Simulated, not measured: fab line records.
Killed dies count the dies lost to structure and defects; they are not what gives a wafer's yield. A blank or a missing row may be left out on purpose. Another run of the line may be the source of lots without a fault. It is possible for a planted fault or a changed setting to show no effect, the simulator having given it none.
fab line records	flow sky130
record: lots: 6	wafers: 18	lastDay: 50
route steps=708 shown SD_N@350 SD_P@359 RES_XHIGH@360 SALICIDE@361 LI_CONTACT@362
lots that met no fault: from a run of the same line without faults
startH: hours from the record's first day to the start of the lot's first wafer shown	waitH: how many hours have passed since the lot's step before this one	" as in the row above	L1.1+2: several wafers, shown together as one row	- no value, or no start given	* or withheld: withheld	< > ~ a bound
route shown NAME@n: a module of which the file shows steps, and the number in the route of the first	usual: mean/standard deviation of fault-free wafers	same: alike in all rows	chamber/n: place in a boat	sites: each site's reading	_std_site: their standard deviation	_edge_site: outer sites' mean less inner sites'	radiusMm: for every site, how far away it sits from the centre of the wafer	mask NAME#n: copy n	behind: tool/chamber where the wafer was last shaped	hold: reason for holding the lot/hours on hold/outcome of the hold	device: the transistor (n, p or np) that didn't switch	end of line: tests of these same wafers at the route's end	for a step that has no rows: nothing shown but its recipe	killed: dies that structure and defects cost at the first sort, which is not the same as the wafer's yield	map: a wafer's dies, marking killed ones x, the rest . and places with no die _
set.NAME: setting as actually run; set.NAME@STEP: the setting as run at that earlier step	model.NAME: the simulator's own value behind a step, which no gauge read
a table for each step, a row for each wafer; lots at some steps of the route
services: from which hour (startH, from the record's first day; less than 0 if before it) a tool's chamber was out of use, for how many hours, and why
== steps ==
step: SKY_SD_N_OVL_MEAS_08
usual: SD_N_OVL: 1.5/1.4
lot.wafer	tool	chamber	startH	waitH	SD_N_OVL[nm]
L376.1	overlay-02	-	699.23	0.1	1.5
L376.4	"	-	"	"	1.4
L376.5	"	-	"	"	-0.8
L382.2	overlay-01	-	753.62	0.1	0.2
L382.3	"	-	"	"	-1.3
L382.5	"	-	"	"	2.7
L386.1	overlay-01	-	785.28	0.1	2.5
L386.4	"	-	"	"	2.1
L386.6	"	-	"	"	3.1
L387.1	overlay-01	-	785.58	0.1	2.1
L387.4	"	-	"	"	1.5
L387.5	"	-	"	"	1.4
L389.1	overlay-01	-	802.88	0.1	2.8
L389.2	"	-	"	"	3.3
L389.5	"	-	"	"	0.9
L393.1	overlay-02	-	822.38	0.1	2.4
L393.4	"	-	"	"	2.0
L393.6	"	-	"	"	3.3
step: SKY_SD_N_IMPLANT_09
recipe: species: As	energyKev: 50	doseCm2: 4e+15	tiltDeg: 0
step: SKY_SD_N_IMPLANT_10
recipe: species: P	energyKev: 20	doseCm2: 1e+14	tiltDeg: 0
step: SKY_SD_N_STRIP_11
recipe: chemistry: O2/N2	powerW: 1400	pressureMtorr: 1500	platenTempC: withheld	o2FlowSccm: 3000	n2FlowSccm: 300	overashFraction: 0.5
usual: drypumpMotorCurrentA: 5.8/0.51	oesProductAu: 0.526/0.0043	stripTimeToEndpointS: 22.52/0.038
lot.wafer	tool	chamber	startH	waitH	drypumpMotorCurrentA	oesProductAu	rfHoursCounterH	stripTimeToEndpointS
L376.1	plasmaAsher-03	1	699.56	0.1	5.2	0.529	32	22.49
L376.4	"	0	"	"	5.6	0.528	-	22.49
L376.5	"	1	"	"	5.3	0.530	-	22.47
L382.2	plasmaAsher-03	0	753.95	0.1	5.6	0.526	38	22.57
L382.3	"	0	"	"	5.6	0.533	-	22.51
L382.5	"	1	"	"	5.3	0.530	-	22.55
L386.1	plasmaAsher-03	1	785.61	0.1	5.3	0.529	42	22.58
L386.4	"	1	"	"	5.3	0.528	-	22.53
L386.6	"	0	"	"	5.6	0.513	-	22.49
L387.1	plasmaAsher-01	1	785.91	0.1	5.8	0.521	68	22.56
L387.4	"	1	"	"	5.8	0.532	-	22.55
L387.5	"	1	"	"	5.8	0.529	-	22.59
L389.1	plasmaAsher-01	1	803.28	0.1	5.8	0.530	71	22.53
L389.2	"	0	"	"	6.8	0.528	71	22.54
L389.5	"	1	"	"	5.8	0.529	-	22.55
L393.1	plasmaAsher-01	0	822.71	0.1	6.8	0.530	73	22.44
L393.4	"	0	"	"	6.8	0.519	-	22.45
L393.6	"	0	"	"	6.8	0.518	-	22.43
step: SKY_SD_N_TW_MEAS_12
usual: SD_N_TW: 3968/26
lot.wafer	tool	chamber	startH	waitH	SD_N_TW
L376.1	filmMetro-02	-	699.66	0.1	4005
L376.4	"	-	"	"	3991
L376.5	"	-	"	"	3998
L382.2	filmMetro-04	-	754.06	0.1	3971
L382.3	"	-	"	"	3972
L382.5	"	-	"	"	3975
L386.1	filmMetro-04	-	785.71	0.1	3968
L386.4	"	-	"	"	3950
L386.6	"	-	"	"	3945
L387.1	filmMetro-04	-	786.01	0.1	3956
L387.4	"	-	"	"	3961
L387.5	"	-	"	"	3959
L389.1	filmMetro-04	-	803.38	0.1	3962
L389.2	"	-	"	"	3957
L389.5	"	-	"	"	3949
L393.1	filmMetro-02	-	822.81	0.1	3984
L393.4	"	-	"	"	3982
L393.6	"	-	"	"	3971
step: SKY_SD_N_CLEAN_13
recipe: chemistry: SC1/SC2	mix: 1:4:20	tempC: 70	timeS: 150	dry: n2Spin
step: SKY_SD_N_RTA_14
recipe: tempC: 1075	timeS: 2	idleTempC: 650	rampUpCPerS: 150	rampDownCPerS: 90	ambient: N2
usual: lampPowerPct: 15.73/0.051	wafer_temp_C_max: 1078.1/1.4
lot.wafer	tool	chamber	startH	waitH	lampPowerPct	wafer_temp_C_max
L376.1	rtpAnneal-02	0	699.77	0.0	15.72	1075.9
L376.4	"	0	"	"	15.85	1077.4
L376.5	"	0	"	"	15.74	1077.7
L382.2	rtpAnneal-01	0	754.17	0.0	15.74	1078.3
L382.3	"	0	"	"	15.76	1077.4
L382.5	"	0	"	"	15.72	1076.8
L386.1	rtpAnneal-01	0	785.82	0.0	15.73	1079.1
L386.4	"	0	"	"	15.71	1078.0
L386.6	"	0	"	"	15.67	1080.3
L387.1	rtpAnneal-02	0	786.12	0.0	15.68	1077.8
L387.4	"	0	"	"	15.70	1077.8
L387.5	"	0	"	"	15.78	1077.3
L389.1	rtpAnneal-02	0	803.49	0.0	15.79	1078.2
L389.2	"	0	"	"	15.68	1077.7
L389.5	"	0	"	"	15.67	1079.4
L393.1	rtpAnneal-01	0	822.92	0.0	15.71	1078.8
L393.4	"	0	"	"	15.69	1079.0
L393.6	"	0	"	"	15.75	1078.6
step: SKY_SD_N_RS_MEAS_16
recipe: thkMeasGauge: four-point-probe
usual: SD_N_RS: 68.58/0.13
lot.wafer	tool	chamber	startH	waitH	SD_N_RS[ohm/sq]
L376.1	filmMetro-04	-	699.95	0.1	68.51
L376.4	"	-	"	"	68.62
L376.5	"	-	"	"	68.66
L382.2	filmMetro-02	-	754.35	0.1	68.59
L382.3	"	-	"	"	68.68
L382.5	"	-	"	"	68.76
L386.1	filmMetro-03	-	786.00	0.1	68.81
L386.4	"	-	"	"	68.55
L386.6	"	-	"	"	68.60
L387.1	filmMetro-02	-	786.30	0.1	68.49
L387.4	"	-	"	"	68.74
L387.5	"	-	"	"	68.58
L389.1	filmMetro-04	-	803.67	0.1	68.43
L389.2	"	-	"	"	68.49
L389.5	"	-	"	"	68.51
L393.1	filmMetro-04	-	823.09	0.1	68.61
L393.4	"	-	"	"	68.63
L393.6	"	-	"	"	68.62
step: SKY_SD_N_RS_MEAS_17
recipe: thkMeasGauge: four-point-probe
usual: SD_P_RS: 147.1/0.45
lot.wafer	tool	chamber	startH	waitH	SD_P_RS[ohm/sq]
L376.1	filmMetro-04	-	700.07	0.1	148.0
L376.4	"	-	"	"	147.1
L376.5	"	-	"	"	147.4
L382.2	filmMetro-02	-	754.47	0.1	147.7
L382.3	"	-	"	"	148.3
L382.5	"	-	"	"	147.8
L386.1	filmMetro-03	-	786.12	0.1	147.2
L386.4	"	-	"	"	146.9
L386.6	"	-	"	"	147.2
L387.1	filmMetro-02	-	786.42	0.1	147.7
L387.4	"	-	"	"	146.9
L387.5	"	-	"	"	147.1
L389.1	filmMetro-04	-	803.79	0.1	146.9
L389.2	"	-	"	"	146.8
L389.5	"	-	"	"	146.9
L393.1	filmMetro-04	-	823.21	0.1	147.0
L393.4	"	-	"	"	147.2
L393.6	"	-	"	"	147.1
step: SKY_SD_N_RS_MEAS_18
recipe: thkMeasGauge: four-point-probe
usual: RES_XHIGH_RS: 333.3/1.1
lot.wafer	tool	chamber	startH	waitH	RES_XHIGH_RS[ohm/sq]
L376.1	filmMetro-04	-	700.19	0.1	333.3
L376.4	"	-	"	"	334.4
L376.5	"	-	"	"	332.7
L382.2	filmMetro-02	-	754.59	0.1	334.1
L382.3	"	-	"	"	333.4
L382.5	"	-	"	"	333.3
L386.1	filmMetro-03	-	786.24	0.1	332.7
L386.4	"	-	"	"	333.6
L386.6	"	-	"	"	330.5
L387.1	filmMetro-02	-	786.54	0.1	333.6
L387.4	"	-	"	"	334.1
L387.5	"	-	"	"	335.5
L389.1	filmMetro-04	-	803.91	0.1	333.5
L389.2	"	-	"	"	332.6
L389.5	"	-	"	"	333.0
L393.1	filmMetro-04	-	823.33	0.1	332.5
L393.4	"	-	"	"	333.4
L393.6	"	-	"	"	331.5
step: SKY_SALICIDE_CLEAN_00
recipe: chemistry: HF-last	timeS: 30	dilution: 100:1	dry: ipaMarangoni
step: SKY_LI_CONTACT_HDPCVD_00
recipe: material: PSG	targetThkNm: 930	sigmaOpenFrac: 0.3	timeS: 155	tempC: 600	sih4FlowSccm: 60	pressureMtorr: 6
usual: runLengthS: 183.0/0.57	sih4FlowSccm: 60.04/0.16
lot.wafer	tool	chamber	startH	waitH	runLengthS	sih4FlowSccm	model.PSG_of_LI_CONTACT_HDPCVD_00.thkNm
L376.1	hdpcvd-01	0	700.32	0.0	183.2	60.19	925
L376.4	"	2	"	"	183.1	59.90	925.8
L376.5	"	1	"	"	181.9	60.13	915.3
L382.2	hdpcvd-02	0	754.71	0.0	184.1	60.23	952.2
L382.3	"	1	"	"	182.7	60.10	946.7
L382.5	"	2	"	"	182.9	59.94	935
L386.1	hdpcvd-01	2	786.37	0.0	182.7	60.15	934.1
L386.4	"	0	"	"	182.7	60.10	932.5
L386.6	"	2	"	"	183.1	59.92	929.4
L387.1	hdpcvd-02	2	786.67	0.0	182.8	59.93	923.1
L387.4	"	0	"	"	183.5	60.29	929.3
L387.5	"	1	"	"	248.4	60.24	1320
L389.1	hdpcvd-02	1	804.05	0.0	248.2	60.31	1327
L389.2	"	0	"	"	184.0	60.12	938
L389.5	"	0	"	"	184.5	60.07	931.9
L393.1	hdpcvd-01	2	823.58	0.0	182.6	60.14	917.8
L393.4	"	1	"	"	182.5	60.10	929.1
L393.6	"	2	"	"	183.0	60.11	922.9
step: SKY_LI_CONTACT_THK_MEAS_01
recipe: reads: PSG_of_LI_CONTACT_HDPCVD_00
usual: LI_CONTACT_HDPCVD_THK: 928/8.8
lot.wafer	tool	chamber	startH	waitH	LI_CONTACT_HDPCVD_THK[nm]
L376.1	filmMetro-03	-	700.43	0.1	925
L376.4	"	-	"	"	925
L376.5	"	-	"	"	915
L382.2	filmMetro-03	-	754.82	0.1	952
L382.3	"	-	"	"	947
L382.5	"	-	"	"	935
L386.1	filmMetro-04	-	786.48	0.1	935
L386.4	"	-	"	"	932
L386.6	"	-	"	"	929
L387.1	filmMetro-04	-	786.78	0.1	923
L387.4	"	-	"	"	930
L387.5	"	-	"	"	1322
L389.1	filmMetro-03	-	804.15	0.1	1327
L389.2	"	-	"	"	939
L389.5	"	-	"	"	932
L393.1	filmMetro-02	-	823.68	0.1	918
L393.4	"	-	"	"	929
L393.6	"	-	"	"	922
step: SKY_LI_CONTACT_CMP_02
recipe: material: PSG	downForcePsi: 4	platenRpm: 60	padVelocityMS: 0.94248
usual: motorCurrentA: 11.4/1	slurryFlowMlMin: 150.1/0.5	timeToEndpointS: 32.0/2.3
lot.wafer	tool	chamber	startH	waitH	motorCurrentA	slurryFlowMlMin	timeToEndpointS
L376.1	cmp-01	0	700.54	0.1	12.2	149.1	31.7
L376.4	"	1	"	"	12.3	150.2	33.1
L376.5	"	0	"	"	13.0	150.5	34.7
L382.3	cmp-01	1	754.87	0.0	12.9	150.6	34.6
L382.2	"	0	"	"	12.1	149.0	35.9
L382.5	"	2	"	"	11.2	149.5	31.8
L386.1	cmp-02	0	786.59	0.1	11.3	150.4	31.5
L386.4	"	1	"	"	12.7	149.8	34.4
L386.6	"	0	"	"	11.4	149.3	31.2
L387.1	cmp-01	1	786.84	0.1	11.6	150.2	33.3
L387.4	"	2	"	"	10.8	150.3	30.7
L387.5	"	1	"	"	11.4	150.1	72.8
L389.2	cmp-02	2	804.31	0.1	10.7	150.6	35.5
L389.1	"	3	"	"	11.9	150.3	76.0
L389.5	"	1	"	"	12.7	149.4	33.4
L393.1	cmp-02	0	823.79	0.1	10.8	150.3	29.9
L393.4	"	2	"	"	10.3	149.9	31.6
L393.6	"	3	"	"	11.8	150.0	28.6
step: SKY_LI_CONTACT_BOW_MEAS_03
recipe: mode: bow
usual: LI_CONTACT_BOW: 55/7.2
lot.wafer	tool	chamber	startH	waitH	LI_CONTACT_BOW[um]
L376.1	filmMetro-03	-	700.79	0.2	67
L376.4	"	-	"	"	67
L376.5	"	-	"	"	59
L382.2	filmMetro-04	-	755.19	0.1	52
L382.3	"	-	"	"	58
L382.5	"	-	"	"	49
L386.1	filmMetro-03	-	786.84	0.2	52
L386.4	"	-	"	"	66
L386.6	"	-	"	"	60
L387.1	filmMetro-04	-	787.14	0.2	57
L387.4	"	-	"	"	49
L387.5	"	-	"	"	63
L389.1	filmMetro-04	-	804.51	0.1	54
L389.2	"	-	"	"	51
L389.5	"	-	"	"	51
L393.1	filmMetro-02	-	824.04	0.2	57
L393.4	"	-	"	"	56
L393.6	"	-	"	"	58
== services ==
tool	chamber	startH	hours	kind
cmp-02	-	678.75	1.9	repair
hdpcvd-02	-	689.14	1.2	repair
cmp-01	-	712.77	1.2	repair
cmp-01	-	737.37	1.0	repair
hdpcvd-01	0	742.55	4.9	repair
cmp-02	-	744.00	4.0	pm
cmp-01	-	747.75	3.2	repair
cmp-02	-	748.00	-	consumableReplace:conditioner
cmp-02	-	748.00	-	consumableReplace:pad
cmp-02	-	753.75	0.5	repair
cmp-01	-	791.41	2.0	repair
cmp-02	-	808.60	0.2	repair
hdpcvd-02	-	809.99	1.7	repair
== key ==
firstSign: step: SKY_LI_CONTACT_HDPCVD_00	reading: runLengthS	direction: up	sigmas: 99+	usual: *	struck: *
effect: step: SKY_LI_CONTACT_THK_MEAS_01	reading: LI_CONTACT_HDPCVD_THK	direction: up	sigmas: 45	usual: 928	struck: 1324
effect: step: SKY_LI_CONTACT_CMP_02	reading: timeToEndpointS	direction: up	sigmas: 19	usual: *	struck: *
modelEffect: step: SKY_LI_CONTACT_HDPCVD_00	value: PSG_of_LI_CONTACT_HDPCVD_00.thkNm	without: 932.4	struck: 1324
metAt SKY_LI_CONTACT_HDPCVD_00
struckWafers L387.5,L389.1
testerLeftOut L387,L389
onsetBetween 754.71 786.67
fault: kind: processParameterDrift	tool: hdpcvd-02	chamber: 1	onsetH: 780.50	steps: SKY_LI_CONTACT_HDPCVD_00	channel: timeS	offset: *	shape: step	endH: 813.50	actsIn: *	stated: *
testerLeftOut: of these lots the tester's yield and bins aren't shown, on N5 and GAA mostly nor the transistor test; their killed dies are dies lost to structure and defects alone, not to doping, threshold or leakage, so they don't give the yield
